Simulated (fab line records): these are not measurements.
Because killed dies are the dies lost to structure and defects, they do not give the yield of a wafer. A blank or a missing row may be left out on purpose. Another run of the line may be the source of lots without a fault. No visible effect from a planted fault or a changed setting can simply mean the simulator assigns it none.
8D (eight disciplines) problem report, filled in by code -- flow gf180mcu -- the parts of the form that need people (team, actions taken, sign-off) are left out

== 1. WHAT IS WRONG ==
A mean of 0.4510 Pa is read at GF_TOP_METAL_SPUTTER_04 for chamber_pressure_pa, taken on 1 wafer of 1 lot, against 0.4002 Pa (standard deviation 0.00072) on wafers free of any fault. That is +71 standard deviations from the usual mean.
The step: material TiN, target thk 25 nm, time 20.8 s.
First observed at day 31 14:37: wafer L476.5, on pvd_sputter-03. At this step, 39 wafers from 13 lots have a number in the record. Rule for "out" (also "out of limits"): further than 4 standard deviations from the usual mean. The other wafers with a number count as sound.

== 2. WHAT IT IS, WHAT IT ISN'T ==
question,is,is not
which readings at this step,chamber_pressure_pa,throttle_valve_pct
which lots,L476,"L462, L463, L464, L465, L467, L468, L469, L470, L478, L480, L481, L482"
which wafers of those lots,L476.5,"L476.1, L476.2"
read on which tools,pvd_sputter-03,"pvd_sputter-02, pvd_sputter-04"
when,from day 31 14:37,"up to then (26 sound wafers); but 12 sound wafers of L478, L480, L481, L482 came after"

== 3. WHAT RULES OUT EACH SUSPECT ==
Counting: any tool at a process step up to the reading remains a suspect provided it ran every lot that is out. Sound lots after the first of them don't rule it out here, since some wafers of a struck lot are sound.
- pecvd-01 at GF_V5_CVD_02 (deposits SiO2 from TEOS, target thk 1450 nm, time 163.28 s): kept. It processed L476, the lot that is out, at day 30 18:31, and its most recent sound lot before then was L469 at day 28 20:19.
- cmp-01 at GF_V5_CMP_26 (polishes, stops on SiO2, t overpolish 15 s, target thk 0 nm): kept. It processed L476, the lot that is out, at day 31 14:07, and its most recent sound lot before then was L470 at day 29 19:40.
- pvd_sputter-03 at GF_TOP_METAL_SPUTTER_04 (material TiN, target thk 25 nm, time 20.8 s): kept. It processed L476, the lot that is out, at day 31 14:37, and its most recent sound lot before then was L470 at day 29 20:07. On those wafers its own readings are out: chamber_pressure_pa.
Still standing after the count: pecvd-01 at GF_V5_CVD_02, cmp-01 at GF_V5_CMP_26, pvd_sputter-03 at GF_TOP_METAL_SPUTTER_04.

== 4. THE CAUSE (what the simulator had put in) ==
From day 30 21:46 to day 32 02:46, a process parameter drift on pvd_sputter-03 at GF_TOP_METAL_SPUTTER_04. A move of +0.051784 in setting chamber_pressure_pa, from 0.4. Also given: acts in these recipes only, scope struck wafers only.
Of the 3 suspects that counting leaves, this tool is one.

== 5. SEQUENCE OF EFFECTS, ordered by route ==
Each row: a reading whose mean over the struck wafers that have a number lies more than 3 standard deviations from the usual. Only readings for which the record gives a usual standard deviation are gone through. hours: the time from each lot's start at the first step in this table that gives one to its start at this step, as a median over the lots. sigmas: the change in usual standard deviations.
hours,step,reading,usual,on struck wafers,change,sigmas
0,GF_TOP_METAL_SPUTTER_04,chamber_pressure_pa,0.4002 Pa,0.4510,+0.0508,+71
The process steps in it:
- GF_TOP_METAL_SPUTTER_04: material TiN, target thk 25 nm, time 20.8 s.

== 6. WHAT WOULD HAVE CAUGHT IT SOONER ==
In this record the first reading out of limits was taken at day 31 14:37, 17 hours after the fault began at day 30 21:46.
